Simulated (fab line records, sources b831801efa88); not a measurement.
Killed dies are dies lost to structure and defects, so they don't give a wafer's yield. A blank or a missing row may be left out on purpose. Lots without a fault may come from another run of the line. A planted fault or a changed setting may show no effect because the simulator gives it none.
Which tool did it? | flow sky130 | 12 lots, 36 wafers sampled, at 3 steps of a route of 708

WHAT THE GAUGES READ, wafer by wafer
SKY_VIA3_RS_MEAS_22: measures by four-point-probe.
lot  | measured     | on            | VIA3_W_RS (ohm/sq)
L368 | day 39 19:15 | film_metro-03 | 0.293 0.297 0.298
L369 | day 40 03:12 | film_metro-04 | 0.292 0.290 0.291
L370 | day 40 04:17 | film_metro-03 | 0.287 0.292 0.284
L373 | day 41 01:02 | film_metro-04 | 0.289 0.286 0.289
L374 | day 41 10:43 | film_metro-02 | 0.297 0.293 0.295
L377 | day 42 09:59 | film_metro-02 | 0.295 0.294 0.295
L378 | day 42 15:31 | film_metro-02 | 0.288 0.294 0.290
L379 | day 43 02:35 | film_metro-04 | 0.287 0.284 0.287
L380 | day 43 05:58 | film_metro-02 | 0.293 0.287 0.286
L386 | day 44 20:29 | film_metro-04 | 0.293 0.291 0.291
L388 | day 45 09:26 | film_metro-04 | 0.288 0.290 0.290
L390 | day 45 23:01 | film_metro-02 | 0.293 0.295 0.297

WHICH TOOL RAN EACH LOT (tool, then ch and the chambers of the sampled wafers, then the start)
lot  | SKY_METAL3_STRIP_19                  | SKY_VIA3_CVD_21
L368 | plasma_asher-04 ch 0,1, day 38 15:52 | cvd_w-01 ch 0,1, day 39 19:07
L369 | plasma_asher-03 ch 0,1, day 38 23:58 | cvd_w-02 ch 0, day 40 03:03
L370 | plasma_asher-01 ch 0, day 39 00:20   | cvd_w-02 ch 0,1, day 40 04:08
L373 | plasma_asher-03 ch 0,1, day 39 22:40 | cvd_w-02 ch 0, day 41 00:54
L374 | plasma_asher-04 ch 0,1, day 40 08:26 | cvd_w-01 ch 0,1, day 41 10:36
L377 | plasma_asher-04 ch 0,1, day 41 08:10 | cvd_w-01 ch 0,1, day 42 09:50
L378 | plasma_asher-03 ch 0,1, day 41 14:03 | cvd_w-02 ch 0,1, day 42 15:23
L379 | plasma_asher-01 ch 0,1, day 42 00:31 | cvd_w-02 ch 0,1, day 43 02:27
L380 | plasma_asher-03 ch 0,1, day 42 04:02 | cvd_w-02 ch 0,1, day 43 05:51
L386 | plasma_asher-01 ch 0,1, day 43 19:37 | cvd_w-01 ch 0,1, day 44 20:22
L388 | plasma_asher-03 ch 0,1, day 44 09:31 | cvd_w-02 ch 0,1, day 45 09:17
L390 | plasma_asher-03 ch 1, day 44 23:58   | cvd_w-01 ch 1, day 45 22:53
- SKY_METAL3_STRIP_19: strips in O2/N2.
- SKY_VIA3_CVD_21: deposits W, target thk 390 nm, time 117.31 s.

WHAT THE TOOLS THEMSELVES READ (means of the sampled wafers that have a number; where no wafer has one, the mark that the record gives instead)
SKY_METAL3_STRIP_19.
lot  | tool            | drypump_motor_current_A (A) | oes_product_au (a.u.) | strip_time_to_endpoint_s (s)
L368 | plasma_asher-04 | 6.1                         | 0.502                 | 6.51
L369 | plasma_asher-03 | 5.6                         | 0.511                 | 6.64
L370 | plasma_asher-01 | 5.0                         | 0.506                 | 6.58
L373 | plasma_asher-03 | 5.5                         | 0.502                 | 6.46
L374 | plasma_asher-04 | 6.1                         | 0.502                 | 6.48
L377 | plasma_asher-04 | 6.1                         | 0.497                 | 6.40
L378 | plasma_asher-03 | 5.5                         | 0.503                 | 6.61
L379 | plasma_asher-01 | 5.6                         | 0.495                 | 6.48
L380 | plasma_asher-03 | 5.5                         | 0.507                 | 6.56
L386 | plasma_asher-01 | 5.3                         | 0.504                 | 6.55
L388 | plasma_asher-03 | 5.6                         | 0.509                 | 6.53
L390 | plasma_asher-03 | 5.6                         | 0.505                 | 6.65

SKY_VIA3_CVD_21.
lot  | tool     | heater_power_w (W)
L368 | cvd_w-01 | 893
L369 | cvd_w-02 | 1026
L370 | cvd_w-02 | 1009
L373 | cvd_w-02 | 1029
L374 | cvd_w-01 | 840
L377 | cvd_w-01 | 889
L378 | cvd_w-02 | 1023
L379 | cvd_w-02 | 1019
L380 | cvd_w-02 | 1004
L386 | cvd_w-01 | 895
L388 | cvd_w-02 | 1026
L390 | cvd_w-01 | 796

THE ANSWER, worked out from the rows above alone
Rule: what is usual is taken from the lots themselves. Put in order of their means at a reading, lots are off if they are a third of the lots or fewer, leave a main group of 4 or more, and stand apart from it by a gap of 3 or more times the standard deviation of the main group's means; of several such gaps the widest counts. A main group whose means are all the same, to the digits that the tables above print for the reading, isn't used. A lot without any number at a reading at which 4 lots or more have one is off too. The other lots that the step has rows for count as sound. The gauges are gone through in route order, then the tools' own readings, and for those a lot's mean is taken as printed above. The first step at which some lot is off is used, and at that step the reading that is off furthest; a lot without a number counts as furthest.
No lot is off at any reading shown: from this, nothing can be told.

WHAT THE SIMULATOR HAD PUT IN
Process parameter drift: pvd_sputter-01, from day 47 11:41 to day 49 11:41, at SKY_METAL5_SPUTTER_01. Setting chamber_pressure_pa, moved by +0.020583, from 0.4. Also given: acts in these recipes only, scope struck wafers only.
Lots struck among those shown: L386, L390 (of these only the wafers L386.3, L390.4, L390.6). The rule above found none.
